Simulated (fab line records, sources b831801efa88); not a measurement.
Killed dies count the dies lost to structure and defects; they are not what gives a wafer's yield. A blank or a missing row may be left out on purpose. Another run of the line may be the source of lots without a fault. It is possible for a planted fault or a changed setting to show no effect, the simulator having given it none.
A struck lot beside a sound one :: flow sfqLine :: 42 steps out of a route of 325
Sound: these wafers, L585.1, L585.3, L585.4. Struck: wafers L579.1, L579.4 (left out: L579.2, a lot-mate that was not struck); the cause follows at the end.
Order at every step that has rows: each side's tool, ch and its chambers, its first start. Under that, the readings that differ: sound wafers :: struck wafers :: difference of the means :: sigmas: that difference in standard deviations of wafers without a fault.
alike: readings with means less than 2 such deviations apart, plus words and numbers identical on both sides. not compared: withheld readings, readings lacking a value on some wafer, bounds such as >300 that could conceal the same value, and numbers that have no deviation in the record and whose values overlap.
Wherever a step has rows on one side only, a row that says differs or no value, or a row with sigmas, the two part there. When numbers do not overlap yet have no deviation, they are printed without sigmas and do not part them. A reading missing from all wafers of one side parts the sides only when that side holds two or more wafers.

first, 6 steps without rows for these wafers: SFQ_TRILAYER_M0_LITHO_COAT_026 (resist thk 62 nm); SFQ_TRILAYER_M0_LITHO_COAT_021 (resist thk 600 nm); SFQ_TRILAYER_M0_LITHO_SOFTBAKE_025; SFQ_TRILAYER_M0_LITHO_EXPOSE_022 (exposes mask M0, target cd 500 nm); SFQ_TRILAYER_M0_LITHO_PEB_024 (peb time 60 s); SFQ_TRILAYER_M0_LITHO_DEVELOP_023 (time 60 s).
SFQ_M0_OVL_MEAS_906:
  sound: overlay-02 at day 10 17:54; struck: overlay-01 at day 9 09:24
  alike: M0_OVL
SFQ_TRILAYER_M0_BARC_OPEN_METAL_ETCH_031: etches BARC in O2, target depth 125 nm, time 41.7 s.
  sound on rieMetal-01 ch 0,1, day 10 17:56; struck on rieMetal-04 ch 0, day 9 09:26
  alike: drypumpMotorCurrentA, oesProductAu
  not compared: rfHoursCounterH
SFQ_TRILAYER_M0_ETCH_METAL_ETCH_024: etches Nb in Cl2/Ar, stops on SiO2, target depth 240 nm, time 120 s.
  sound on rieMetal-01 ch 0,1, day 10 17:59; struck on rieMetal-04 ch 0, day 9 09:29
  alike: drypumpMotorCurrentA, oesProductAu
  not compared: rfHoursCounterH
SFQ_TRILAYER_M0_STRIP_STRIP_025: strips in O2.
  sound on rieMetal-01 ch 0,1, day 10 18:07; struck on rieMetal-04 ch 0, day 9 09:37
  alike: drypumpMotorCurrentA, oesProductAu
  not compared: rfHoursCounterH
then, 1 step without rows for these wafers: SFQ_TRILAYER_M0_STRIP_SOLV_CLEAN_026 (cleans in NMP, time 600 s).
SFQ_TRILAYER_I0_DEP_PECVD_027: deposits SiO2 from SiH4/N2O, time 111.11 s, target thk 500 nm.
  sound on pecvd-03 ch 1,2, day 10 18:53; struck on pecvd-01 ch 0,1, day 9 10:34
  alike: heaterPowerW, throttleValvePct
SFQ_TRILAYER_I0_CMP_CMP_028: polishes SiO2.
  sound on cmp-01 ch 0,1,3, day 11 00:36; struck on cmp-02 ch 0,3, day 9 11:48
reading: timeToEndpointS (s)
sound: 207 208 224
struck: 185 191
difference: -25
sigmas: -3

reading: model.SiO2_of_TRILAYER_I0_DEP_PECVD_027.thkNm (nm)
sound: 198.6 198.9 200.9
struck: 249.6 249.1
difference: +49.9
sigmas: 
  alike: motorCurrentA, platenRpm
SFQ_I0_BOW_MEAS_907:
  sound: filmMetro-03 at day 11 03:36; struck: filmMetro-03 at day 9 14:18
  alike: I0_BOW
SFQ_TRILAYER_I0_METRO_MEASURE_029:
  sound: filmMetro-03 at day 11 03:43; struck: filmMetro-03 at day 9 14:25
reading: thkNm (nm)
sound: 198.5 199.0 201.1
struck: 249.4 248.8
difference: +49.6
sigmas: +50
then, 6 steps without rows for these wafers: SFQ_TRILAYER_I0_VIA_LITHO_COAT_036 (resist thk 62 nm); SFQ_TRILAYER_I0_VIA_LITHO_COAT_031 (resist thk 650 nm); SFQ_TRILAYER_I0_VIA_LITHO_SOFTBAKE_035; SFQ_TRILAYER_I0_VIA_LITHO_EXPOSE_032 (exposes mask I0, target cd 500 nm); SFQ_TRILAYER_I0_VIA_LITHO_PEB_034 (peb time 60 s); SFQ_TRILAYER_I0_VIA_LITHO_DEVELOP_033 (time 60 s).
-- the record jumps here: 4 days lie between the struck wafers' starts before and after --
SFQ_I0_OVL_MEAS_908:
  sound: overlay-01 at day 16 06:13; struck: overlay-01 at day 14 01:31
  alike: I0_OVL
then, 1 step without rows for these wafers: SFQ_TRILAYER_I0_VIA_BARC_OPEN_VIA_ETCH_046 (etches BARC in O2, target depth 125 nm, time 41.7 s).
SFQ_TRILAYER_I0_VIA_ETCH_VIA_ETCH_034: etches SiO2 in CHF3, stops on Nb, target depth 260 nm.
  sound on rieDiel-03 ch 0,1,3, day 16 06:17; struck on rieDiel-01 ch 2,3, day 14 01:35
reading: oesProductAu (a.u.)
sound: 0.849 0.858 0.860
struck: 0.967 0.970
difference: +0.113
sigmas: +24

reading: model.I0.featureDepthNm (nm)
sound: 198.6 198.9 200.9
struck: 249.5 249.1
difference: +49.8
sigmas: 

reading: model.etch.depthNm (nm)
sound: 198.6 198.9 200.9
struck: 249.6 249.1
difference: +49.9
sigmas: 
  alike: drypumpMotorCurrentA
then, 2 steps without rows for these wafers: SFQ_TRILAYER_I0_VIA_STRIP_STRIP_035 (strips in O2); SFQ_TRILAYER_I0_VIA_STRIP_SOLV_CLEAN_036 (cleans in NMP, time 600 s).
SFQ_TRILAYER_M1_DEP_PRE_CLEAN_038: time 22.5 s.
  sound: pvdSputter-03 at day 16 07:10; struck: pvdSputter-03 at day 14 02:29
reading: model.SiO2_of_TRILAYER_I0_DEP_PECVD_027.thkNm (nm)
sound: 191.1 191.4 193.4
struck: 242 241.6
difference: +50
sigmas: 
then, 1 step without rows for these wafers: SFQ_TRILAYER_M1_DEP_SPUTTER_037 (material Nb, target thk 200 nm, time 133.3 s).
SFQ_M1_RS_MEAS_909: a four-point-probe measurement.
  sound: filmMetro-01 at day 16 07:17; struck: filmMetro-04 at day 14 02:37
  alike: M1_NB_RS
then, 6 steps without rows for these wafers: SFQ_TRILAYER_M1_LITHO_COAT_044 (resist thk 62 nm); SFQ_TRILAYER_M1_LITHO_COAT_039 (resist thk 600 nm); SFQ_TRILAYER_M1_LITHO_SOFTBAKE_043; SFQ_TRILAYER_M1_LITHO_EXPOSE_040 (exposes mask M1, target cd 500 nm); SFQ_TRILAYER_M1_LITHO_PEB_042 (peb time 60 s); SFQ_TRILAYER_M1_LITHO_DEVELOP_041 (time 60 s).
SFQ_M1_OVL_MEAS_911:
  sound: overlay-02 at day 17 04:07; struck: overlay-02 at day 14 21:42
  alike: M1_OVL
SFQ_TRILAYER_M1_BARC_OPEN_METAL_ETCH_054: etches BARC in O2, target depth 125 nm, time 41.7 s.
  sound on rieMetal-02 ch 0,1, day 17 04:20; struck on rieMetal-01 ch 1, day 14 21:44
  alike: drypumpMotorCurrentA, oesProductAu
  not compared: rfHoursCounterH
then, 4 steps without rows for these wafers: SFQ_TRILAYER_M1_ETCH_METAL_ETCH_042 (etches Nb in Cl2/Ar, stops on SiO2, target depth 240 nm, time 120 s); SFQ_TRILAYER_M1_STRIP_STRIP_043 (strips in O2); SFQ_TRILAYER_M1_STRIP_SOLV_CLEAN_044 (cleans in NMP, time 600 s); SFQ_TRILAYER_I1_DEP_PECVD_045 (deposits SiO2 from SiH4/N2O, time 111.11 s, target thk 500 nm).
-- the record jumps here: 75 days lie between the struck wafers' starts before and after --
SFQ_M8_BOW_MEAS_951:
  sound: filmMetro-02 at day 91 18:38; struck: filmMetro-03 at day 89 20:11
reading: model.etest.i0.linkOhm
sound: 1.945 1.942 1.962
struck: 2.026 2.018
difference: +0.072
sigmas: 
  alike: M8_BOW

== WHERE THEY PART ==
Earliest at SFQ_TRILAYER_I0_CMP_CMP_028; latest, in this record, at SFQ_TRILAYER_I0_VIA_ETCH_VIA_ETCH_034. Later steps at which nothing parts them and some readings are alike: SFQ_M1_RS_MEAS_909, SFQ_M1_OVL_MEAS_911, SFQ_TRILAYER_M1_BARC_OPEN_METAL_ETCH_054, SFQ_M8_BOW_MEAS_951.

WHY: what the simulator had put in
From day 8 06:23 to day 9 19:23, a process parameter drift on cmp-02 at SFQ_TRILAYER_I0_CMP_CMP_028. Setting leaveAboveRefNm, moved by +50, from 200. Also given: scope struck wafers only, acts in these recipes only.
